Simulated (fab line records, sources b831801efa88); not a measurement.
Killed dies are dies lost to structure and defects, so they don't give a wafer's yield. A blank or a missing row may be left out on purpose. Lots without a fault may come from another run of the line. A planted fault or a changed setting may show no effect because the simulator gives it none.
Which tool did it? | flow sky130 | 24 lots, 72 wafers sampled, at 6 steps of a route of 708

WHAT THE GAUGES READ, wafer by wafer
SKY_LI_CONTACT_OVL_MEAS_13. Usual: LI_CONTACT_OVL 4 nm, standard deviation 5.1.
lot  | measured     | on         | LI_CONTACT_OVL (nm) | flag
L074 | day 29 22:59 | overlay-01 | 1 -1 5              |
L076 | day 30 12:41 | overlay-02 | 3 7 5               |
L075 | day 30 14:23 | overlay-01 | 12 16 1             |
L077 | day 30 22:59 | overlay-01 | -6 -3 1             |
L078 | day 31 01:29 | overlay-02 | -6 6 -1             |
L079 | day 31 10:23 | overlay-01 | 4 6 10              |
L080 | day 31 12:30 | overlay-02 | -5 1 -1             |
L081 | day 31 19:35 | overlay-02 | 6 1 4               |
L082 | day 32 08:59 | overlay-01 | -3 4 3              |
L083 | day 32 10:02 | overlay-02 | 7 9 10              |
L084 | day 32 14:57 | overlay-02 | 0 1 -2              |
L085 | day 32 20:05 | overlay-01 | 3 0 2               |
L086 | day 33 13:44 | overlay-02 | -2 -1 1             |
L087 | day 33 17:59 | overlay-01 | 9 9 9               |
L089 | day 34 02:00 | overlay-01 | 5 2 3               |
L088 | day 34 02:41 | overlay-01 | -3 6 -7             |
L092 | day 35 03:35 | overlay-02 | 12 11 8             |
L090 | day 35 07:11 | overlay-01 | 2 10 9              |
L091 | day 35 08:36 | overlay-02 | 1 -1 1              |
L093 | day 35 11:54 | overlay-02 | 5 13 11             |
L094 | day 35 19:41 | overlay-02 | 8 10 1              |
L095 | day 35 22:06 | overlay-02 | 13 15 9             |
L096 | day 36 03:42 | overlay-01 | 14 8 9              |
L097 | day 36 05:12 | overlay-02 | -4 11 -2            |

SKY_LI_CONTACT_THK_MEAS_23: measures by xrf. Usual: LI_CONTACT_W_THK 396 nm, standard deviation 4.9.
lot  | measured     | on            | LI_CONTACT_W_THK (nm) | flag
L074 | day 29 23:52 | film_metro-01 | 401 394 395           |
L076 | day 30 13:39 | film_metro-04 | 395 394 401           |
L075 | day 30 15:20 | film_metro-01 | 394 386 388           |
L077 | day 30 23:50 | film_metro-03 | 391 396 395           |
L078 | day 31 02:28 | film_metro-01 | 393 395 396           |
L079 | day 31 11:22 | film_metro-01 | 391 395 389           |
L080 | day 31 13:28 | film_metro-03 | 395 393 394           |
L081 | day 31 20:27 | film_metro-01 | 391 405 391           |
L082 | day 32 09:50 | film_metro-04 | 410 400 400           |
L083 | day 32 10:52 | film_metro-04 | 401 400 395           |
L084 | day 32 15:56 | film_metro-01 | 391 394 392           |
L085 | day 32 20:56 | film_metro-03 | 397 392 392           |
L086 | day 33 14:35 | film_metro-03 | 397 401 392           |
L087 | day 33 18:51 | film_metro-01 | 385 391 394           |
L089 | day 34 02:59 | film_metro-01 | 399 395 397           |
L088 | day 34 03:43 | film_metro-04 | 393 398 391           |
L092 | day 35 04:30 | film_metro-01 | 393 391 392           |
L090 | day 35 08:06 | film_metro-04 | 396 399 395           |
L091 | day 35 09:26 | film_metro-04 | 391 394 386           |
L093 | day 35 12:44 | film_metro-01 | 396 390 401           |
L094 | day 35 20:31 | film_metro-01 | 397 393 396           |
L095 | day 35 22:57 | film_metro-04 | 400 400 404           |
L096 | day 36 04:33 | film_metro-04 | 402 404 403           |
L097 | day 36 06:13 | film_metro-01 | 398 401 407           |

SKY_LOCAL_INTERCONNECT_CD_MEAS_11: target cd 170 nm. Usual: cd_nm 170.5 nm, standard deviation 1.4.
lot  | measured     | on        | cd_nm (nm)        | flag
L074 | day 31 03:56 | cd_sem-02 | 168.7 166.9 168.5 |
L076 | day 31 17:32 | cd_sem-02 | 170.7 170.7 170.8 |
L075 | day 31 19:38 | cd_sem-01 | 170.4 171.3 171.4 |
L077 | day 32 03:25 | cd_sem-01 | 170.2 169.1 169.4 |
L078 | day 32 06:32 | cd_sem-02 | 170.4 169.1 169.3 |
L079 | day 32 14:30 | cd_sem-01 | 173.0 174.1 172.6 |
L080 | day 32 16:51 | cd_sem-01 | 169.3 169.2 167.8 |
L081 | day 32 23:17 | cd_sem-01 | 171.1 171.5 170.6 |
L082 | day 33 13:07 | cd_sem-02 | 170.8 171.6 170.8 |
L083 | day 33 14:16 | cd_sem-02 | 171.3 170.0 169.8 |
L084 | day 33 18:49 | cd_sem-01 | 172.8 174.2 173.1 |
L085 | day 33 23:12 | cd_sem-01 | 170.2 170.4 170.3 |
L086 | day 34 16:50 | cd_sem-01 | 169.7 170.8 171.2 |
L087 | day 34 21:26 | cd_sem-01 | 171.2 169.5 169.5 |
L089 | day 35 05:49 | cd_sem-02 | 169.5 169.2 169.2 |
L088 | day 35 07:02 | cd_sem-02 | 170.7 169.3 172.4 |
L092 | day 36 06:21 | cd_sem-01 | 169.2 169.6 168.6 |
L090 | day 36 09:58 | cd_sem-01 | 171.0 170.7 170.7 |
L091 | day 36 12:15 | cd_sem-02 | 172.0 172.1 171.4 |
L093 | day 36 14:46 | cd_sem-02 | 170.5 171.0 169.7 |
L094 | day 36 22:47 | cd_sem-01 | 171.5 170.4 171.9 |
L095 | day 37 01:49 | cd_sem-01 | 169.6 170.6 171.6 |
L096 | day 37 06:38 | cd_sem-01 | 169.8 169.5 169.8 |
L097 | day 37 08:41 | cd_sem-01 | 169.6 170.3 169.6 |

SKY_CONTACT_THK_MEAS_03. Usual: CONTACT_HDPCVD_THK 551 nm, standard deviation 5.6.
lot  | measured     | on            | CONTACT_HDPCVD_THK (nm) | flag
L074 | day 31 04:58 | film_metro-02 | 547 558 558             |
L076 | day 31 18:33 | film_metro-02 | 549 541 539             |
L075 | day 31 20:39 | film_metro-01 | 540 542 558             |
L077 | day 32 04:26 | film_metro-01 | 540 557 548             |
L078 | day 32 07:33 | film_metro-01 | 543 548 553             |
L079 | day 32 15:32 | film_metro-03 | 556 544 551             |
L080 | day 32 17:55 | film_metro-03 | 559 562 551             |
L081 | day 33 00:18 | film_metro-02 | 555 549 546             |
L082 | day 33 14:10 | film_metro-01 | 558 552 556             |
L083 | day 33 15:20 | film_metro-02 | 560 564 555             |
L084 | day 33 20:03 | film_metro-01 | 555 552 547             |
L085 | day 34 00:13 | film_metro-01 | 556 551 550             |
L086 | day 34 17:52 | film_metro-01 | 547 554 554             |
L087 | day 34 22:33 | film_metro-03 | 553 552 554             |
L089 | day 35 06:51 | film_metro-03 | 556 555 556             |
L088 | day 35 08:04 | film_metro-01 | 559 560 549             |
L092 | day 36 07:26 | film_metro-02 | 545 546 541             |
L090 | day 36 10:59 | film_metro-03 | 549 547 552             |
L091 | day 36 13:23 | film_metro-01 | 541 554 545             |
L093 | day 36 15:55 | film_metro-03 | 549 551 554             |
L094 | day 36 23:49 | film_metro-01 | 545 543 553             |
L095 | day 37 02:58 | film_metro-02 | 548 546 555             |
L096 | day 37 07:41 | film_metro-02 | 553 550 556             |
L097 | day 37 09:44 | film_metro-02 | 554 547 555             |

WHICH TOOL RAN EACH LOT (tool, then ch and the chambers of the sampled wafers, then the start)
lot  | SKY_RES_XHIGH_STRIP_08               | SKY_LOCAL_INTERCONNECT_ETCH_13
L074 | plasma_asher-01 ch 0, day 27 13:21   | rie_metal-01 ch 0,1, day 31 04:04
L076 | plasma_asher-02 ch 0,1, day 28 02:39 | rie_metal-04 ch 0,1, day 31 17:41
L075 | plasma_asher-04 ch 0,1, day 28 04:46 | rie_metal-04 ch 0,1, day 31 19:47
L077 | plasma_asher-01 ch 0,1, day 28 12:46 | rie_metal-04 ch 0,1, day 32 03:33
L078 | plasma_asher-01 ch 0,1, day 28 14:35 | rie_metal-01 ch 0,1, day 32 06:41
L079 | plasma_asher-01 ch 0,1, day 29 02:08 | rie_metal-04 ch 0,1, day 32 14:38
L080 | plasma_asher-02 ch 0,1, day 29 03:10 | rie_metal-03 ch 0,1, day 32 17:00
L081 | plasma_asher-01 ch 0,1, day 29 10:17 | rie_metal-01 ch 0,1, day 32 23:26
L082 | plasma_asher-02 ch 0,1, day 30 00:55 | rie_metal-04 ch 0,1, day 33 13:16
L083 | plasma_asher-04 ch 0,1, day 30 01:13 | rie_metal-01 ch 0,1, day 33 14:25
L084 | plasma_asher-04 ch 0,1, day 30 08:29 | rie_metal-03 ch 0, day 33 18:59
L085 | plasma_asher-01 ch 0,1, day 30 12:32 | rie_metal-04 ch 0,1, day 33 23:20
L086 | plasma_asher-02 ch 0,1, day 31 06:46 | rie_metal-04 ch 0,1, day 34 16:58
L087 | plasma_asher-01 ch 0,1, day 31 10:13 | rie_metal-04 ch 0,1, day 34 21:35
L089 | plasma_asher-01 ch 1, day 31 19:30   | rie_metal-03 ch 0,1, day 35 05:57
L088 | plasma_asher-01 ch 0,1, day 31 20:23 | rie_metal-04 ch 0,1, day 35 07:10
L092 | plasma_asher-02 ch 0,1, day 32 22:09 | rie_metal-04 ch 0,1, day 36 06:30
L090 | plasma_asher-02 ch 0,1, day 33 00:35 | rie_metal-01 ch 0,1, day 36 10:06
L091 | plasma_asher-02 ch 0,1, day 33 01:44 | rie_metal-03 ch 1, day 36 12:24
L093 | plasma_asher-02 ch 0,1, day 33 06:39 | rie_metal-03 ch 1, day 36 14:55
L094 | plasma_asher-01 ch 0,1, day 33 14:43 | rie_metal-01 ch 0,1, day 36 22:56
L095 | plasma_asher-01 ch 1, day 33 15:41   | rie_metal-04 ch 0, day 37 01:59
L096 | plasma_asher-02 ch 0,1, day 33 22:04 | rie_metal-01 ch 1, day 37 06:46
L097 | plasma_asher-01 ch 0,1, day 33 23:17 | rie_metal-03 ch 0,1, day 37 08:50
- SKY_RES_XHIGH_STRIP_08: strips in O2/N2.
- SKY_LOCAL_INTERCONNECT_ETCH_13: etches BARC in N2/H2, stops on SiO2, time 45.9 s, target depth 60 nm.

WHAT THE TOOLS THEMSELVES READ (means of the sampled wafers that have a number; where no wafer has one, the mark that the record gives instead)
SKY_RES_XHIGH_STRIP_08. Usual: drypump_motor_current_A 5.8 A, standard deviation 0.35; oes_product_au 0.711 a.u., standard deviation 0.0046; strip_time_to_endpoint_s 14.27 s, standard deviation 0.032.
lot  | tool            | drypump_motor_current_A (A) | oes_product_au (a.u.) | strip_time_to_endpoint_s (s) | flag
L074 | plasma_asher-01 | 6.1                         | 0.709                 | 14.25                        |
L076 | plasma_asher-02 | 5.8                         | 0.708                 | 14.25                        |
L075 | plasma_asher-04 | 5.3                         | 0.712                 | 14.27                        |
L077 | plasma_asher-01 | 5.8                         | 0.706                 | 14.28                        |
L078 | plasma_asher-01 | 5.9                         | 0.712                 | 14.26                        |
L079 | plasma_asher-01 | 6.0                         | 0.715                 | 14.28                        |
L080 | plasma_asher-02 | 6.0                         | 0.714                 | 14.26                        |
L081 | plasma_asher-01 | 6.0                         | 0.714                 | 14.21                        |
L082 | plasma_asher-02 | 6.0                         | 0.711                 | 14.28                        |
L083 | plasma_asher-04 | 5.3                         | 0.712                 | 14.28                        |
L084 | plasma_asher-04 | 5.2                         | 0.710                 | 14.26                        |
L085 | plasma_asher-01 | 5.8                         | 0.707                 | 14.22                        |
L086 | plasma_asher-02 | 6.0                         | 0.708                 | 14.24                        |
L087 | plasma_asher-01 | 5.9                         | 0.709                 | 14.27                        |
L089 | plasma_asher-01 | 5.6                         | 0.708                 | 14.28                        |
L088 | plasma_asher-01 | 5.9                         | 0.712                 | 14.31                        |
L092 | plasma_asher-02 | 5.9                         | 0.708                 | 14.26                        |
L090 | plasma_asher-02 | 5.9                         | 0.710                 | 14.27                        |
L091 | plasma_asher-02 | 6.0                         | 0.707                 | 14.29                        |
L093 | plasma_asher-02 | 5.9                         | 0.712                 | 14.27                        |
L094 | plasma_asher-01 | 5.8                         | 0.710                 | 14.27                        |
L095 | plasma_asher-01 | 5.7                         | 0.712                 | 14.23                        |
L096 | plasma_asher-02 | 5.8                         | 0.714                 | 14.28                        |
L097 | plasma_asher-01 | 6.0                         | 0.716                 | 14.29                        |

SKY_LOCAL_INTERCONNECT_ETCH_13. Usual: drypump_motor_current_A 5.75 A, standard deviation 0.26; oes_product_au 0.855 a.u., standard deviation 0.0043; rf_fwd_power_W 495.4 W, standard deviation 1.8; throttle_valve_pct 13.224 %, standard deviation 0.01.
lot  | tool         | drypump_motor_current_A (A) | oes_product_au (a.u.) | rf_fwd_power_W (W) | throttle_valve_pct (%) | flag
L074 | rie_metal-01 | 5.92                        | 0.852                 | 495.1              | 13.219                 |
L076 | rie_metal-04 | 5.55                        | 0.856                 | 496.1              | 13.220                 |
L075 | rie_metal-04 | 5.56                        | 0.858                 | 495.3              | 13.231                 |
L077 | rie_metal-04 | 5.70                        | 0.854                 | 497.4              | 13.216                 |
L078 | rie_metal-01 | 5.91                        | 0.850                 | 493.0              | 13.227                 |
L079 | rie_metal-04 | 5.70                        | 0.851                 | 497.4              | 13.220                 |
L080 | rie_metal-03 | 5.91                        | 0.857                 | 494.8              | 13.221                 |
L081 | rie_metal-01 | 5.92                        | 0.859                 | 493.6              | 13.224                 |
L082 | rie_metal-04 | 5.70                        | 0.857                 | 496.6              | 13.230                 |
L083 | rie_metal-01 | 5.72                        | 0.854                 | 494.8              | 13.217                 |
L084 | rie_metal-03 | 6.04                        | 0.856                 | 494.1              | 13.221                 |
L085 | rie_metal-04 | 5.57                        | 0.858                 | 495.2              | 13.215                 |
L086 | rie_metal-04 | 5.67                        | 0.857                 | 495.8              | 13.232                 |
L087 | rie_metal-04 | 5.55                        | 0.854                 | 496.3              | 13.218                 |
L089 | rie_metal-03 | 5.91                        | 0.858                 | 494.8              | 13.221                 |
L088 | rie_metal-04 | 5.70                        | 0.851                 | 497.9              | 13.223                 |
L092 | rie_metal-04 | 5.69                        | 0.857                 | 495.3              | 13.220                 |
L090 | rie_metal-01 | 5.73                        | 0.852                 | 494.1              | 13.225                 |
L091 | rie_metal-03 | 5.87                        | 0.853                 | 497.8              | 13.217                 |
L093 | rie_metal-03 | 5.86                        | 0.855                 | 496.1              | 13.216                 |
L094 | rie_metal-01 | 5.94                        | 0.856                 | 493.5              | 13.226                 |
L095 | rie_metal-04 | 5.42                        | 0.857                 | 495.9              | 13.235                 |
L096 | rie_metal-01 | 5.49                        | 0.855                 | 493.9              | 13.220                 |
L097 | rie_metal-03 | 5.96                        | 0.852                 | 495.1              | 13.234                 |

THE ANSWER, worked out from the rows above alone
Rule: a lot is off if the mean of its wafers that have a number lies more than 3 standard deviations from the usual mean. A lot without any number at a reading at which 4 lots or more have one is off too. The other lots that the step has rows for count as sound. The gauges are gone through in route order, then the tools' own readings, and for those a lot's mean is taken as printed above. The first step at which some lot is off is used, and at that step the reading that is off furthest; a lot without a number counts as furthest.
No lot is off at any reading shown: from this, nothing can be told.

WHAT THE SIMULATOR HAD PUT IN
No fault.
